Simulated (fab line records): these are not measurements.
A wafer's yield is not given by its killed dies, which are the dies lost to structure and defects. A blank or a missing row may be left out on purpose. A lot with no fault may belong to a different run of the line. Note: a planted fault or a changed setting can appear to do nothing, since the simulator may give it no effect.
What tool caused it?    flow sky130    36 wafers from 12 lots sampled at 5 of the route's 708 steps

== WHAT EACH GAUGE READ, for each wafer ==
No reading from a measuring or inspecting step in the record can be judged against a usual standard deviation.

== WHICH TOOL RAN EACH LOT (tool, then ch and the chambers of the sampled wafers, then the start) ==
lot   SKY_NWELL_STRIP_14                    SKY_VIA4_STRIP_13                     SKY_METAL5_SPUTTER_04         SKY_PAD_OPEN_ETCH_07                SKY_PAD_OPEN_PROBE_99
L658  plasma-asher-03 ch 0,1, day 4 23:57   plasma-asher-03 ch 0,1, day 43 03:08  pvd-sputter-02, day 43 04:33  rie-diel-01 ch 0,2,3, day 45 23:32  prober-01, day 46 01:54
L659  plasma-asher-01 ch 0,1, day 5 03:30   plasma-asher-03 ch 0,1, day 43 08:11  pvd-sputter-03, day 43 09:36  rie-diel-01 ch 0,2,3, day 46 03:47  prober-02, day 46 06:13
L660  plasma-asher-03 ch 0,1, day 5 06:34   plasma-asher-04 ch 0,1, day 43 17:59  pvd-sputter-01, day 43 20:08  rie-diel-01 ch 1,2, day 46 14:05    prober-01, day 46 16:27
L661  plasma-asher-01 ch 0,1, day 5 17:24   plasma-asher-02 ch 0,1, day 43 21:11  pvd-sputter-01, day 43 22:52  rie-diel-01 ch 0,1,2, day 46 16:56  prober-01, day 46 19:18
L662  plasma-asher-01 ch 0,1, day 6 00:06   plasma-asher-03 ch 0,1, day 44 13:22  pvd-sputter-03, day 44 14:44  rie-diel-02 ch 0,3, day 47 04:59    prober-02, day 47 07:27
L663  plasma-asher-01 ch 0,1, day 6 04:36   plasma-asher-03 ch 0,1, day 44 18:25  pvd-sputter-02, day 44 20:03  rie-diel-01 ch 1,2,3, day 47 10:26  prober-01, day 47 12:56
L665  plasma-asher-01 ch 0,1, day 6 14:12   plasma-asher-03 ch 0,1, day 45 04:05  pvd-sputter-02, day 45 05:28  rie-diel-01 ch 0,1,3, day 47 18:35  prober-02, day 47 21:00
L670  plasma-asher-03 ch 1, day 7 17:46     plasma-asher-02 ch 1, day 46 15:05    pvd-sputter-01, day 46 17:20  rie-diel-01 ch 0,2, day 49 02:47    prober-01, day 49 05:11
L676  plasma-asher-02 ch 0,1, day 9 17:58   plasma-asher-02 ch 0,1, day 48 09:35  pvd-sputter-01, day 48 11:02  rie-diel-03 ch 1,2, day 50 16:32    prober-01, day 50 18:52
L677  plasma-asher-01 ch 0, day 9 21:51     plasma-asher-02 ch 0,1, day 48 12:23  pvd-sputter-01, day 48 13:50  rie-diel-02 ch 0,1,2, day 50 19:35  prober-01, day 50 21:58
L679  plasma-asher-02 ch 0,1, day 10 03:25  plasma-asher-03 ch 0,1, day 48 23:56  pvd-sputter-03, day 49 01:32  rie-diel-03 ch 0,1,3, day 51 04:20  prober-02, day 51 06:42
L680  plasma-asher-02 ch 0,1, day 10 09:48  plasma-asher-02 ch 0,1, day 49 05:35  pvd-sputter-01, day 49 06:57  rie-diel-02 ch 2,3, day 51 08:56    prober-02, day 51 11:24
- SKY_NWELL_STRIP_14: strips in O2/N2.
- SKY_VIA4_STRIP_13: strips in O2/N2.
- SKY_METAL5_SPUTTER_04: material TiN, target thk 70 nm, time 56.12 s.
- SKY_PAD_OPEN_ETCH_07: etches the open film in CF4/O2, stops on AlCu, target depth 725 nm, time 161.1 s.
- SKY_PAD_OPEN_PROBE_99

== WHAT THE TOOLS THEMSELVES READ (means of the sampled wafers that have a number; where no wafer has one, the mark that the record gives instead) ==
SKY_NWELL_STRIP_14. Usual: drypump-motor-current-A 5.8 A, standard deviation 0.45; oes-product-au 0.723 a.u., standard deviation 0.0049; strip-time-to-endpoint-s 36.95 s, standard deviation 0.096.
lot   tool             drypump-motor-current-A (A)  oes-product-au (a.u.)  strip-time-to-endpoint-s (s)  flag
L658  plasma-asher-03  5.4                          0.720                  37.06                         
L659  plasma-asher-01  6.0                          0.722                  36.84                         
L660  plasma-asher-03  5.4                          0.722                  36.90                         
L661  plasma-asher-01  6.3                          0.723                  36.88                         
L662  plasma-asher-01  6.0                          0.721                  36.85                         
L663  plasma-asher-01  6.0                          0.720                  37.09                         
L665  plasma-asher-01  6.3                          0.724                  36.96                         
L670  plasma-asher-03  5.7                          0.728                  36.90                         
L676  plasma-asher-02  5.5                          0.721                  36.92                         
L677  plasma-asher-01  5.7                          0.720                  36.86                         
L679  plasma-asher-02  5.5                          0.727                  37.07                         
L680  plasma-asher-02  5.4                          0.720                  37.09                         

SKY_VIA4_STRIP_13. Usual: drypump-motor-current-A 5.61 A, standard deviation 0.27; oes-product-au 0.709 a.u., standard deviation 0.0048; strip-time-to-endpoint-s 12.817 s, standard deviation 0.026.
lot   tool             drypump-motor-current-A (A)  oes-product-au (a.u.)  strip-time-to-endpoint-s (s)  flag
L658  plasma-asher-03  5.46                         0.707                  12.842                        
L659  plasma-asher-03  5.61                         0.707                  12.795                        
L660  plasma-asher-04  5.85                         0.711                  12.841                        
L661  plasma-asher-02  5.38                         0.707                  12.793                        
L662  plasma-asher-03  5.58                         0.709                  12.815                        
L663  plasma-asher-03  5.59                         0.705                  12.808                        
L665  plasma-asher-03  5.61                         0.703                  12.797                        
L670  plasma-asher-02  5.58                         0.710                  12.836                        
L676  plasma-asher-02  5.50                         0.710                  12.830                        
L677  plasma-asher-02  5.49                         0.713                  12.823                        
L679  plasma-asher-03  5.46                         0.710                  12.791                        
L680  plasma-asher-02  5.52                         0.704                  12.821                        

SKY_METAL5_SPUTTER_04. Usual: throttle-valve-pct 29.6 %, standard deviation 1.
lot   tool            throttle-valve-pct (%)  flag
L658  pvd-sputter-02  29.0                    
L659  pvd-sputter-03  30.4                    
L660  pvd-sputter-01  29.4                    
L661  pvd-sputter-01  29.5                    
L662  pvd-sputter-03  30.0                    
L663  pvd-sputter-02  29.7                    
L665  pvd-sputter-02  29.9                    
L670  pvd-sputter-01  29.3                    
L676  pvd-sputter-01  29.3                    
L677  pvd-sputter-01  28.6                    
L679  pvd-sputter-03  30.5                    
L680  pvd-sputter-01  28.6                    

SKY_PAD_OPEN_ETCH_07. Usual: O2_flow_sccm 10.00 sccm, standard deviation 0.031; drypump-motor-current-A 5.8 A, standard deviation 0.47; oes-product-au 0.978 a.u., standard deviation 0.0071; throttle-valve-pct 5.964 %, standard deviation 0.0099.
lot   tool         O2_flow_sccm (sccm)  drypump-motor-current-A (A)  oes-product-au (a.u.)  throttle-valve-pct (%)  flag
L658  rie-diel-01  9.98                 5.6                          0.973                  5.962                   
L659  rie-diel-01  10.03                5.6                          0.970                  5.966                   
L660  rie-diel-01  10.04                5.5                          0.973                  5.971                   
L661  rie-diel-01  9.98                 5.9                          0.988                  5.966                   
L662  rie-diel-02  10.00                6.0                          0.979                  5.952                   
L663  rie-diel-01  9.99                 5.4                          0.970                  5.957                   
L665  rie-diel-01  9.98                 5.8                          0.977                  5.973                   
L670  rie-diel-01  10.03                5.6                          0.979                  5.967                   
L676  rie-diel-03  10.02                6.3                          0.977                  5.965                   
L677  rie-diel-02  9.99                 5.8                          0.980                  5.967                   
L679  rie-diel-03  9.99                 5.7                          0.979                  5.961                   
L680  rie-diel-02  9.96                 6.0                          0.979                  5.964                   

SKY_PAD_OPEN_PROBE_99. Usual: killed_at_M0_to_M3 43, standard deviation 6.9; killed_at_M4_up 3.1, standard deviation 1.9; killed-at-contacts 24, standard deviation 5.4; killed-at-front-end 14, standard deviation 4.3; killed-at-other 0.3, standard deviation 0.53; killed-dies 84, standard deviation 9.5; killed-on-rim 16, standard deviation 4.1; killed-open 46, standard deviation 6.8; killed-short 38, standard deviation 6.
lot   tool       killed_at_M0_to_M3  killed_at_M4_up  killed-at-contacts  killed-at-front-end  killed-at-other  killed-dies  killed-on-rim  killed-open  killed-short  flag
L658  prober-01  50                  6.3              24                  16                   0.0              96           16             55           41            
L659  prober-02  40                  5.7              28                  12                   0.7              86           19             47           39            
L660  prober-01  38                  2.7              22                  15                   0.3              78           18             37           41            
L661  prober-01  42                  3.7              23                  19                   0.7              88           16             47           40            
L662  prober-02  47                  3.7              17                  11                   0.0              79           18             41           38            
L663  prober-01  34                  2.3              30                  19                   0.3              85           15             46           39            
L665  prober-02  42                  3.3              22                  16                   0.3              83           15             47           35            
L670  prober-01  41                  2.3              22                  54                   0.0              119          24             47           34            OFF
L676  prober-01  42                  1.7              27                  15                   0.0              86           21             50           36            
L677  prober-01  53                  2.7              25                  13                   1.7              95           22             51           43            
L679  prober-02  43                  2.0              22                  16                   0.0              83           19             42           40            
L680  prober-02  41                  2.3              17                  10                   0.7              71           14             40           30            

== THE ANSWER, worked out from the rows above alone ==
Rule: lot off if the mean of its wafers having a number is beyond 3 standard deviations from the usual mean. A lot without any number at a reading at which 4 lots or more have one is off too. The other lots that the step has rows for count as sound. After the gauges, taken in route order, come the tools' own readings; for these a lot's mean is taken, as printed above. The first step at which some lot is off is used, and at that step the reading that is off furthest; a lot without a number counts as furthest.
Off, at SKY_PAD_OPEN_PROBE_99 on killed-at-front-end: L670.
If a tool, at that step or one of the process steps before it, ran each lot that is off and ran no sound lot following the first of them, it fits. This does not decide it: 2 tools fit, namely plasma-asher-03 at SKY_NWELL_STRIP_14 and rie-diel-01 at SKY_PAD_OPEN_ETCH_07.

== WHAT THE SIMULATOR PUT IN ==
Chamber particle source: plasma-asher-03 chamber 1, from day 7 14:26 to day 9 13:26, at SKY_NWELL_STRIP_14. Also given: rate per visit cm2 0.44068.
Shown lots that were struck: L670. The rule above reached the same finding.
